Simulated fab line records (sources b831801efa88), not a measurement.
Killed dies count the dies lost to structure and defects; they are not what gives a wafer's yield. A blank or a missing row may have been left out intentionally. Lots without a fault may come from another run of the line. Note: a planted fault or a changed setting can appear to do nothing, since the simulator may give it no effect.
Chamber matching | flow gf180mcu | 4 sister chambers for GF_HV_LDD_ETCHBACK_58 on rieDiel-02
The step etches Si3N4 in CH3F/O2, stops on SiO2, time 100 s, target depth 90 nm. 8 wafers are shown with their chamber, then 7 later ones without.

WAFERS PAIRED WITH THEIR CHAMBERS
wafer  | chamber | drypumpMotorCurrentA (A) | throttleValvePct (%)
L167.3 | 3       | 5.0                      | 10.553
L168.1 | 2       | 6.3                      | 10.573
L168.2 | 3       | 5.0                      | 10.572
L175.1 | 1       | 5.4                      | 10.560
L175.3 | 2       | 6.3                      | 10.556
L175.4 | 0       | 5.3                      | 10.559
L177.2 | 0       | 5.2                      | 10.539
L177.3 | 1       | 5.4                      | 10.567

WAFERS WITH NO CHAMBER GIVEN
wafer  | drypumpMotorCurrentA (A) | throttleValvePct (%)
L177.5 | 5.4                      | 10.566
L178.2 | 5.3                      | 10.546
L178.3 | 5.4                      | 10.569
L178.5 | 6.3                      | 10.562
L182.1 | 5.1                      | 10.571
L182.4 | 6.3                      | 10.568
L182.5 | 5.4                      | 10.552

CHAMBER TAKEN BY EACH
wafer  | from the rows above     | in truth
L177.5 | 1                       | 1
L178.2 | can't be placed: 0 or 1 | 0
L178.3 | 1                       | 1
L178.5 | 2                       | 2
L182.1 | can't be placed: 3 or 0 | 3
L182.4 | 2                       | 2
L182.5 | 1                       | 1
Correct placement for 5 of the 7. Can't be placed from these rows: 2 (the true chamber is among the candidates in 2). Number placed wrongly: 0.
How it was worked out, from the rows above alone: a wafer's distance from a chamber is the root of the sum, over the readings, of the square of ((its reading less the chamber's mean) divided by the reading's scatter). If the next closest chamber is less than 2 further off than the closest, the wafer can't be placed; otherwise it belongs to the closest. A chamber's mean is the mean of its shown wafers. The scatter is the square root of a quotient: the sum, over the shown wafers, of each reading's squared deviation from its chamber's mean, divided by wafers minus chambers.
